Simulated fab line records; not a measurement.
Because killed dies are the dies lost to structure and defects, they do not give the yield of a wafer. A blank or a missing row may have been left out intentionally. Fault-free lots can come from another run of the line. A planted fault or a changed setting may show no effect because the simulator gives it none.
fab line records	flow sky130
[record] lots = 6	wafers = 18	last-day = 50
route steps=708 shown CAPM@545 METAL3@555 PAD_OPEN@708
lots that met no fault: taken from a fault-free run of the same line
start-h: start of the lot's first displayed wafer, in hours after the record's first day	wait-h: how many hours have passed since the lot's step before this one	" repeats the value in the row above	L1.1+2: a row that stands for several wafers	- no value, or no start was given	* or withheld: withheld	< > ~ a bound
route shown NAME@n: names a module that has steps shown in the file, with the first one's number in the route	usual: the fault-free wafers' mean and standard deviation	same: alike in all rows	chamber/n: place in a boat	sites: the reading at each site	_std_site: standard deviation of those values	_edge_site: inner sites' mean taken away from outer sites' mean	radius-mm: for every site, how far away it sits from the centre of the wafer	mask NAME#n: copy n	behind: the last tool/chamber to shape the wafer	hold: cause of the lot's hold/its duration in hours/its outcome	device: the n, p or np transistor that did not switch	end of line: the route-end tests of the same wafers	a step without rows: its recipe alone	killed: dies lost to structure and defects at the first sort, not the wafer's yield	map: a wafer's dies, marking killed ones x, the rest . and places with no die _
set.NAME: the setting that was run; set.NAME@STEP: the one run at that earlier step	model.NAME: the simulator's own value behind a step, which no gauge read
certain route steps with their lots: each step a table, each wafer a row
services: the hour from which a tool's chamber was out of use, counted from the record's first day as start-h (under 0 if before that day), plus the number of hours and why
[[steps]]
[step SKY_CAPM_SOFTBAKE_08]
[recipe] temp-c = 90	time-s = 60	resist = NOVOLAK
[step SKY_CAPM_EXPOSE_09]
[recipe] mask-id = CAPM	na = 0.6	source-shape = conventional	sigma-outer = 0.6	polarization = unpolarized	target-cd-nm = 1000	dose-mj = 159
[step SKY_CAPM_PEB_10]
[recipe] temp-c = withheld	time-s = *	resist = NOVOLAK
[step SKY_CAPM_DEVELOP_11]
[recipe] resist = NOVOLAK	developer = TMAH	develop-time-s = 60	dev-temp-c = 23
[step SKY_CAPM_OVL_MEAS_12]
[usual] CAPM_OVL = 0.6/1.3
lot.wafer	tool	chamber	start-h	wait-h	CAPM_OVL[nm]
L888.2	overlay-02	-	882.99	0.1	-0.5
L888.4	"	-	"	"	-0.3
L888.5	"	-	"	"	-0.2
L893.1	overlay-01	-	924.64	0.1	0.6
L893.4	"	-	"	"	-1.0
L893.6	"	-	"	"	-2.5
L897.1	overlay-01	-	961.34	0.1	0.4
L897.5	"	-	"	"	2.5
L897.6	"	-	"	"	2.8
L901.3	overlay-01	-	985.68	0.1	-0.3
L901.4	"	-	"	"	-0.5
L901.6	"	-	"	"	-0.9
L908.1	overlay-02	-	1026.42	0.1	-0.1
L908.4	"	-	"	"	1.8
L908.6	"	-	"	"	2.7
L909.1	overlay-01	-	1030.42	0.1	1.5
L909.4	"	-	"	"	1.9
L909.6	"	-	"	"	1.8
[step SKY_CAPM_METAL_ETCH_13]
[recipe] target-depth-nm = 220	stop-on = SiO2	chemistry = Cl2/BCl3	target = TiN	pressure-mtorr = 10	icp-w = 900	bias-w = 48.5	Cl2_flow_sccm = 60	bcl3-flow-sccm = 30	time-s = 62.9
[usual] bcl3-flow-sccm = 30.01/0.086	drypump-motor-current-A = 5.8/0.35	oes-product-au = 0.939/0.0064	throttle-valve-pct = 21.902/0.0085
lot.wafer	tool	chamber	start-h	wait-h	bcl3-flow-sccm	drypump-motor-current-A	oes-product-au	rf-hours-counter-h	throttle-valve-pct
L888.2	rie-metal-02	1	883.02	0.0	30.10	5.7	0.933	6	21.899
L888.4	"	1	"	"	29.88	5.7	0.929	-	21.901
L888.5	"	0	"	"	30.09	5.6	0.926	-	21.893
L893.1	rie-metal-04	0	924.67	0.0	30.07	5.7	0.941	14	21.891
L893.4	"	0	"	"	30.02	5.7	0.946	-	21.897
L893.6	"	0	"	"	30.09	5.7	0.951	-	21.895
L897.1	rie-metal-02	1	961.37	0.0	30.15	5.7	0.955	10	21.913
L897.5	"	1	"	"	30.15	5.7	0.952	-	21.899
L897.6	"	0	"	"	29.96	5.6	0.944	-	21.899
L901.3	rie-metal-01	0	985.75	0.1	29.88	6.4	0.936	-	21.907
L901.4	"	0	"	"	29.94	6.4	0.943	-	21.889
L901.6	"	0	"	"	29.97	6.4	0.940	-	21.926
L908.1	rie-metal-01	1	1026.45	0.0	29.93	5.2	0.931	15	21.904
L908.4	"	0	"	"	29.93	6.4	0.943	-	21.914
L908.6	"	0	"	"	29.97	6.4	0.946	-	21.889
L909.1	rie-metal-01	0	1030.46	0.0	30.07	6.4	0.935	16	21.899
L909.4	"	1	"	"	29.90	5.3	0.925	-	21.898
L909.6	"	0	"	"	30.00	6.4	0.937	-	21.889
[step SKY_CAPM_STRIP_14]
[recipe] chemistry = O2/N2	power-w = 1400	pressure-mtorr = 1500	platen-temp-c = withheld	o2-flow-sccm = 3000	n2-flow-sccm = 300	overash-fraction = 0.5
[usual] drypump-motor-current-A = 5.7/0.54	oes-product-au = 0.710/0.0046	strip-time-to-endpoint-s = 12.66/0.048
lot.wafer	tool	chamber	start-h	wait-h	drypump-motor-current-A	oes-product-au	rf-hours-counter-h	strip-time-to-endpoint-s
L888.2	plasma-asher-01	0	883.10	0.1	6.1	0.705	17	12.56
L888.4	"	1	"	"	5.4	0.709	-	12.56
L888.5	"	0	"	"	6.1	0.714	-	12.54
L893.1	plasma-asher-02	1	924.75	0.1	6.3	0.703	54	12.67
L893.4	"	0	"	"	6.4	0.710	-	12.66
L893.6	"	0	"	"	6.4	0.711	-	12.67
L897.1	plasma-asher-02	1	961.45	0.1	6.3	0.712	58	12.70
L897.5	"	0	"	"	6.4	0.707	-	12.71
L897.6	"	1	"	"	6.3	0.711	-	12.68
L901.3	plasma-asher-02	0	985.89	0.1	6.4	0.704	-	12.71
L901.4	"	1	"	"	6.3	0.715	-	12.71
L901.6	"	0	"	"	6.4	0.706	-	12.73
L908.1	plasma-asher-04	1	1026.53	0.1	5.1	0.711	75	12.63
L908.4	"	1	"	"	5.1	0.715	-	12.56
L908.6	"	1	"	"	5.1	0.708	-	12.65
L909.1	plasma-asher-01	0	1030.54	0.1	6.1	0.712	31	12.68
L909.4	"	1	"	"	5.4	0.711	-	12.66
L909.6	"	1	"	"	5.4	0.707	-	12.68
[step SKY_CAPM_STRIP_15]
[recipe] chemistry = post-etch-residue-remover	time-s = 1200	temp-c = 72.5
[step SKY_CAPM_CLEAN_16]
[recipe] chemistry = IPA	time-s = 180	temp-c = 25
[step SKY_CAPM_CLEAN_17]
[recipe] chemistry = O3/DIW	dry = n2-spin
[step SKY_METAL3_DEHYDRATE_05]
[recipe] temp-c = 200	time-s = 60
[step SKY_METAL3_HMDS_06]
[recipe] prime-time-s = 60	prime-temp-c = 120
[step SKY_METAL3_COAT_07]
[recipe] resist = BARC	temp-c = withheld	time-s = withheld	spin-rpm = 3000	resist-thk-nm = 60
[usual] spin-speed-rpm = 3000.0/2.2
lot.wafer	tool	chamber	start-h	wait-h	spin-speed-rpm
L888.2	litho-track-04	0	896.11	0.1	3003.3
L888.4	"	0	"	"	3000.4
L888.5	"	0	"	"	2996.9
L893.1	litho-track-04	0	937.14	0.1	2856.4
L893.4	"	0	"	"	2854.5
L893.6	"	0	"	"	2857.9
L897.1	litho-track-04	0	973.34	0.1	2855.7
L897.5	"	0	"	"	2853.7
L897.6	"	0	"	"	2856.1
L901.3	litho-track-02	0	997.70	0.1	2999.4
L901.4	"	0	"	"	3003.3
L901.6	"	0	"	"	3002.7
L908.1	litho-track-01	0	1037.72	0.1	2997.7
L908.4	"	0	"	"	2997.7
L908.6	"	0	"	"	2997.8
L909.1	litho-track-04	0	1041.69	0.1	2997.5
L909.4	"	0	"	"	2996.8
L909.6	"	0	"	"	2997.9
[step SKY_METAL3_COAT_08]
[recipe] resist = KrF-thick	spin-rpm = 3000	resist-thk-nm = 1140
[step SKY_METAL3_SOFTBAKE_09]
[recipe] temp-c = 100	time-s = 90	resist = KrF-thick
[step SKY_METAL3_EXPOSE_10]
[recipe] mask-id = MM3	na = 0.68	source-shape = annular	sigma-inner = 0.4	sigma-outer = 0.8	target-cd-nm = 300	dose-mj = 28
[step SKY_METAL3_PEB_11]
[recipe] peb-temp-c = withheld	peb-time-s = withheld	resist = KrF-thick
[step SKY_METAL3_DEVELOP_12]
[recipe] develop-time-s = 60	resist = KrF-thick	dev-temp-c = 21
[step SKY_METAL3_CD_MEAS_13]
[recipe] target-cd-nm = 300
[usual] cd-nm = 300.3/1.5
lot.wafer	tool	chamber	start-h	wait-h	cd-nm
L888.2	cd-sem-02	-	909.61	-	301.4
L888.4	"	-	"	"	300.9
L888.5	"	-	"	"	300.7
L893.1	cd-sem-01	-	949.19	-	302.7
L893.4	"	-	"	"	303.6
L893.6	"	-	"	"	302.8
L897.1	cd-sem-01	-	985.49	-	300.8
L897.5	"	-	"	"	301.1
L897.6	"	-	"	"	300.9
L901.3	cd-sem-02	-	1009.68	-	298.9
L901.4	"	-	"	"	299.9
L901.6	"	-	"	"	300.8
L908.1	cd-sem-02	-	1049.12	-	301.1
L908.4	"	-	"	"	301.6
L908.6	"	-	"	"	299.2
L909.1	cd-sem-02	-	1052.44	-	301.5
L909.4	"	-	"	"	301.3
L909.6	"	-	"	"	300.7
[step SKY_METAL3_OVL_MEAS_14]
[usual] METAL3_OVL = 5/5.3
lot.wafer	tool	chamber	start-h	wait-h	METAL3_OVL[nm]
L888.2	overlay-01	-	909.71	0.1	2
L888.4	"	-	"	"	0
L888.5	"	-	"	"	3
L893.1	overlay-02	-	949.31	0.1	-2
L893.4	"	-	"	"	-1
L893.6	"	-	"	"	-5
L897.1	overlay-01	-	985.61	0.1	3
L897.5	"	-	"	"	0
L897.6	"	-	"	"	8
L901.3	overlay-02	-	1009.77	0.1	1
L901.4	"	-	"	"	5
L901.6	"	-	"	"	6
L908.1	overlay-01	-	1049.24	0.1	-1
L908.4	"	-	"	"	2
L908.6	"	-	"	"	0
L909.1	overlay-01	-	1052.56	0.1	11
L909.4	"	-	"	"	2
L909.6	"	-	"	"	5
[step SKY_METAL3_DESCUM_15]
[recipe] chemistry = O2	source-power-w = 150	bias-power-w = 0	pressure-mtorr = 10	temp-c = 40	time-s = 8
[usual] drypump-motor-current-A = 5.8/0.44	oes-product-au = 0.997/0.0087
lot.wafer	tool	chamber	start-h	wait-h	drypump-motor-current-A	oes-product-au	rf-hours-counter-h
L888.2	rie-metal-01	0	909.74	0.0	6.4	1.000	8
L888.4	"	0	"	"	6.4	0.993	-
L888.5	"	1	"	"	5.3	1.019	-
L893.1	rie-metal-04	0	949.34	0.0	5.7	0.994	15
L893.4	"	1	"	"	6.1	0.987	-
L893.6	"	1	"	"	6.1	0.985	-
L897.1	rie-metal-03	0	985.64	0.0	5.3	0.999	4
L897.5	"	0	"	"	5.4	1.002	-
L897.6	"	1	"	"	6.0	0.993	-
L901.3	rie-metal-01	0	1009.80	0.0	6.4	0.989	-
L901.4	"	1	"	"	5.3	1.002	-
L901.6	"	1	"	"	5.2	1.008	-
L908.1	rie-metal-04	1	1049.27	0.0	6.0	0.995	19
L908.4	"	1	"	"	6.0	1.003	-
L908.6	"	1	"	"	6.0	0.984	-
L909.1	rie-metal-03	0	1052.59	0.0	5.4	0.997	8
L909.4	"	0	"	"	5.4	0.993	-
L909.6	"	0	"	"	5.4	0.998	-
[step SKY_METAL3_ETCH_16]
[recipe] chemistry = N2/H2	target = BARC	ion-energy-ev = 200	bias-w = 100	pressure-mtorr = 30	n2-flow-sccm = 100	h2-flow-sccm = 200	icp-w = 500	stop-on = SiO2	time-s = 88.2	target-depth-a = 600
[usual] drypump-motor-current-A = 5.8/0.44	oes-product-au = 0.626/0.0046	throttle-valve-pct = 13.205/0.0083
lot.wafer	tool	chamber	start-h	wait-h	drypump-motor-current-A	oes-product-au	rf-hours-counter-h	throttle-valve-pct	model.etch.depth-nm
L888.2	rie-metal-01	0	909.77	0.0	6.4	0.634	8	13.204	60.06
L888.4	"	0	"	"	6.4	0.627	-	13.212	60.1
L888.5	"	1	"	"	5.3	0.629	-	13.215	59.94
L893.1	rie-metal-04	0	949.37	0.0	5.7	0.630	15	13.212	61.71
L893.4	"	1	"	"	6.1	0.633	-	13.204	61.92
L893.6	"	1	"	"	6.1	0.633	-	13.221	61.72
L897.1	rie-metal-03	0	985.67	0.0	5.4	0.638	4	13.189	61.34
L897.5	"	0	"	"	5.4	0.627	-	13.200	61.29
L897.6	"	1	"	"	6.0	0.638	-	13.190	61.36
L901.3	rie-metal-01	0	1009.86	0.0	6.4	0.623	-	13.220	59.93
L901.4	"	1	"	"	5.3	0.625	-	13.201	59.77
L901.6	"	1	"	"	5.3	0.629	-	13.226	59.94
L908.1	rie-metal-04	1	1049.31	0.0	6.0	0.627	19	13.200	60.03
L908.4	"	1	"	"	6.0	0.630	-	13.208	59.82
L908.6	"	1	"	"	6.0	0.627	-	13.196	59.94
L909.1	rie-metal-03	0	1052.66	0.1	5.4	0.633	8	13.200	60.23
L909.4	"	0	"	"	5.4	0.619	-	13.206	60.12
L909.6	"	0	"	"	5.4	0.625	-	13.208	60.16
[step SKY_METAL3_ETCH_17]
[recipe] target = SiO2	stop-on = TiN	chemistry = C4F8/O2/Ar	source-w = 1500	bias-w = 1200	pressure-mtorr = 40	c4f8-flow-sccm = withheld	O2_flow_sccm = 6	Ar_flow_sccm = 300	time-s = 3.9	target-depth-a = 150
[usual] oes-product-au = 0.755/0.007
lot.wafer	tool	chamber	start-h	wait-h	oes-product-au	rf-hours-counter-h
L888.2	rie-diel-01	1	909.87	0.1	0.751	6
L888.4	"	3	"	"	0.765	-
L888.5	"	2	"	"	0.763	-
L893.1	rie-diel-04	3	949.47	0.1	0.757	15
L893.4	"	0	"	"	0.765	0
L893.6	"	2	"	"	0.767	-
L897.1	rie-diel-04	0	985.77	0.1	0.760	1
L897.5	"	0	"	"	0.765	-
L897.6	"	1	"	"	0.772	-
L901.3	rie-diel-01	3	1009.92	0.0	0.738	16
L901.4	"	1	"	"	0.752	8
L901.6	"	0	"	"	0.762	-
L908.1	rie-diel-02	0	1049.40	0.1	0.752	14
L908.4	"	3	"	"	0.762	-
L908.6	"	0	"	"	0.763	-
L909.1	rie-diel-01	0	1052.85	0.2	0.761	3
L909.4	"	1	"	"	0.766	9
L909.6	"	0	"	"	0.768	-
[step SKY_PAD_OPEN_PROBE_99]
[usual] defect-limited-yield = 82.4/2.1	killed_at_M0_to_M3 = 43/7.4	killed_at_M4_up = 3.1/1.9	killed-at-contacts = 25/5.4	killed-at-front-end = 15/4.3	killed-at-other = 0.3/0.54	killed-dies = 86/10	killed-open = 46/7.4	killed-short = 40/7	sort_bin_3_pad_short = 0.9/0.39	sort_bin_5_function = 10.3/1.6	sort_bin_6_memory = 6.4/1.1	sort-n-pass = 406/10	sort-yield-pct = 82.4/2.1
[same] gross-dies = 492	killed-at-back-side = 0	sort_bin_4_leakage[%] = 0	sort_bin_8_speed[%] = 0
lot.wafer	tool	chamber	start-h	wait-h	defect-limited-yield[%]	killed_at_M0_to_M3	killed_at_M4_up	killed-at-contacts	killed-at-front-end	killed-at-other	killed-dies	killed-open	killed-short	sort_bin_3_pad_short[%]	sort_bin_5_function[%]	sort_bin_6_memory[%]	sort-n-pass	sort-yield-pct[%]
L893.1	prober-01	-	1114.21	0.1	84.8	39	3	14	18	1	75	41	34	0.8	8.7	5.7	417	84.8
L893.4	prober-01	-	1114.36	0.2	81.9	37	2	41	9	0	89	46	43	0.6	9.8	7.7	403	81.9
L893.6	prober-01	-	1114.46	0.2	80.7	52	1	30	12	0	95	60	35	0.8	11.4	7.1	397	80.7
L897.1	prober-01	-	1144.19	0.1	77.4	58	3	27	23	0	111	58	52	2.2	13.4	6.9	381	77.4
L897.5	prober-01	-	1144.39	0.2	80.1	57	2	24	15	0	98	46	51	1.2	10.8	7.9	394	80.1
L897.6	prober-01	-	1144.44	0.2	85.4	34	2	20	16	0	72	36	36	0.6	8.7	5.3	420	85.4
L901.3	prober-01	-	1162.84	0.2	82.7	48	3	20	13	1	85	43	41	0.8	9.8	6.7	407	82.7
L901.4	prober-01	-	1162.89	0.2	82.1	38	2	22	25	1	88	45	42	0.8	10.8	6.3	404	82.1
L901.6	prober-01	-	1162.99	0.2	83.9	40	2	20	17	0	79	39	40	0.6	7.1	8.3	413	83.9
L908.1	prober-02	-	1193.99	0.1	82.9	42	2	24	15	1	84	39	45	1.4	9.1	6.5	408	82.9
L908.4	prober-02	-	1194.14	0.2	84.3	38	3	26	10	0	77	49	28	0.4	9.3	5.9	415	84.3
L908.6	prober-02	-	1194.24	0.2	85.4	29	3	30	10	0	72	45	27	0.8	8.9	4.9	420	85.4
L909.1	prober-01	-	1197.40	0.1	84.8	35	2	21	15	2	75	38	37	0.6	8.9	5.7	417	84.8
L909.4	prober-01	-	1197.55	0.2	81.1	42	4	27	19	1	93	54	36	0.2	11.2	7.5	399	81.1
L909.6	prober-01	-	1197.65	0.2	81.9	38	4	30	17	0	89	51	36	1.4	10.6	6.1	403	81.9
// killed by level:class
L893.1 VIA1:geometric-particle:open=10 FIELD_ISO:geometric-particle:open=8 METAL2:geometric-particle:short=7 CONTACT:geometric-particle:open=6 VIA2:geometric-particle:open=5 FIELD_ISO:geometric-particle:short=4 LI_CONTACT:geometric-particle:open=4 VIA1:geometric-particle:short=3
L893.4 CONTACT:geometric-particle:open=16 CONTACT:geometric-particle:short=10 VIA1:geometric-particle:open=8 VIA2:geometric-particle:short=7 VIA2:geometric-particle:open=7 LI_CONTACT:geometric-particle:open=6 LOCAL_INTERCONNECT:geometric-particle:short=5 FIELD_ISO:geometric-particle:open=4
L893.6 VIA1:geometric-particle:open=15 CONTACT:geometric-particle:open=14 LI_CONTACT:geometric-particle:open=8 METAL2:geometric-particle:short=8 VIA2:geometric-particle:open=7 VIA3:geometric-particle:open=6 FIELD_ISO:geometric-particle:open=4 METAL1:geometric-particle:short=4
L897.1 VIA1:geometric-particle:open=14 CONTACT:geometric-particle:open=13 VIA1:geometric-particle:short=9 VIA2:geometric-particle:open=9 FIELD_ISO:geometric-particle:short=8 METAL2:geometric-particle:short=7 CONTACT:geometric-particle:short=6 LI_CONTACT:geometric-particle:open=5
L897.5 VIA1:geometric-particle:open=13 CONTACT:geometric-particle:short=10 CONTACT:geometric-particle:open=8 VIA1:geometric-particle:short=8 VIA2:geometric-particle:open=8 METAL3:geometric-particle:short=7 FIELD_ISO:geometric-particle:open=6 VIA2:geometric-particle:short=5
L897.6 CONTACT:geometric-particle:open=8 VIA3:geometric-particle:open=7 CONTACT:geometric-particle:short=6 FIELD_ISO:geometric-particle:short=5 VIA1:geometric-particle:short=5 VIA1:geometric-particle:open=5 METAL1:geometric-particle:short=4 METAL2:geometric-particle:short=4
L901.3 VIA1:geometric-particle:open=11 VIA3:geometric-particle:open=9 CONTACT:geometric-particle:open=7 VIA1:geometric-particle:short=7 FIELD_ISO:geometric-particle:short=6 METAL2:geometric-particle:short=6 METAL1:geometric-particle:short=6 LI_CONTACT:geometric-particle:open=5
L901.4 VIA1:geometric-particle:open=10 LI_CONTACT:geometric-particle:open=6 LOCAL_INTERCONNECT:geometric-particle:short=6 POLY_GATE:geometric-particle:open=5 CONTACT:geometric-particle:open=5 VIA2:geometric-particle:open=5 FIELD_ISO:geometric-particle:short=4 SPACER:geometric-particle:short=4
L901.6 VIA1:geometric-particle:open=11 VIA1:geometric-particle:short=8 POLY_GATE:geometric-particle:short=6 LI_CONTACT:geometric-particle:open=6 METAL1:geometric-particle:short=5 VIA3:geometric-particle:open=5 FIELD_ISO:geometric-particle:open=4 LOCAL_INTERCONNECT:geometric-particle:short=4
L908.1 METAL1:geometric-particle:short=10 CONTACT:geometric-particle:open=8 FIELD_ISO:geometric-particle:short=7 VIA1:geometric-particle:open=6 LI_CONTACT:geometric-particle:open=5 CONTACT:geometric-particle:short=5 VIA2:geometric-particle:open=5 METAL2:geometric-particle:short=4
L908.4 VIA1:geometric-particle:open=12 LI_CONTACT:geometric-particle:open=9 CONTACT:geometric-particle:open=9 VIA2:geometric-particle:open=6 POLY_GATE:geometric-particle:open=4 METAL1:geometric-particle:short=4 VIA2:geometric-particle:short=4 CONTACT:geometric-particle:short=3
L908.6 CONTACT:geometric-particle:open=13 VIA1:geometric-particle:open=7 LI_CONTACT:geometric-particle:open=7 METAL1:geometric-particle:short=6 LI_CONTACT:geometric-particle:short=4 CONTACT:geometric-particle:short=3 VIA2:geometric-particle:open=3 FIELD_ISO:geometric-particle:short=2
L909.1 CONTACT:geometric-particle:open=9 VIA1:geometric-particle:open=9 METAL1:geometric-particle:short=8 FIELD_ISO:geometric-particle:open=5 CONTACT:geometric-particle:short=5 VIA2:geometric-particle:open=5 FIELD_ISO:geometric-particle:short=4 METAL2:geometric-particle:short=4
L909.4 VIA1:geometric-particle:open=12 CONTACT:geometric-particle:open=11 LI_CONTACT:geometric-particle:open=8 METAL2:geometric-particle:short=8 FIELD_ISO:geometric-particle:short=6 VIA3:geometric-particle:open=5 METAL1:geometric-particle:short=4 POLY_GATE:geometric-particle:short=3
L909.6 CONTACT:geometric-particle:open=15 LI_CONTACT:geometric-particle:open=8 VIA1:geometric-particle:open=8 METAL1:geometric-particle:short=5 POLY_GATE:geometric-particle:open=5 VIA2:geometric-particle:open=5 FIELD_ISO:geometric-particle:short=4 METAL2:geometric-particle:short=4
[[services]]
tool	chamber	start-h	hours	kind
rie-diel-01	1	862.68	7.6	repair
rie-metal-01	-	863.92	2.8	pm
rie-diel-01	2	870.07	30.1	repair
rie-diel-01	1	871.21	17.7	repair
plasma-asher-02	-	871.61	2.5	repair
plasma-asher-04	-	876.39	15.6	pm
rie-metal-03	-	880.64	0.6	repair
plasma-asher-04	-	882.91	26.0	repair
rie-diel-01	-	889.09	15.6	pm
rie-diel-04	0	914.05	2.3	repair
rie-diel-01	3	944.06	4.6	repair
plasma-asher-01	-	960.59	14.3	repair
rie-diel-01	3	969.95	8.9	repair
rie-diel-01	1	974.40	8.9	repair
rie-metal-01	1	980.49	15.3	repair
rie-metal-02	-	980.72	14.6	pm
rie-diel-01	-	984.11	14.6	pm
rie-metal-03	0	994.42	15.9	repair
rie-metal-02	-	1000.60	0.7	repair
rie-metal-04	-	1010.92	2.8	pm
rie-diel-01	1	1023.51	2.0	repair
plasma-asher-02	-	1027.01	3.2	repair
plasma-asher-01	-	1047.98	6.6	repair
rie-metal-04	-	1051.05	0.1	repair
[[key]]
[first-sign] step = SKY_METAL3_COAT_07	reading = spin-speed-rpm	direction = down	sigmas = 67	usual = 3000.0	struck = 2855.7
effect none on later readings
[model-effect] step = SKY_METAL3_ETCH_16	value = etch.depth-nm	without = 60.05	struck = 61.56
met-at SKY_METAL3_COAT_07
struck-wafers L893.1,L893.4,L893.6,L897.1,L897.5,L897.6
onset-between 896.11 937.14
[fault] kind = process-parameter-drift	tool = litho-track-04	chamber = -	onset-h = 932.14	steps = SKY_METAL3_COAT_07	channel = spin-rpm	offset = -144.71	shape = step	end-h = 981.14	acts-in = these-recipes-only	stated = 3000
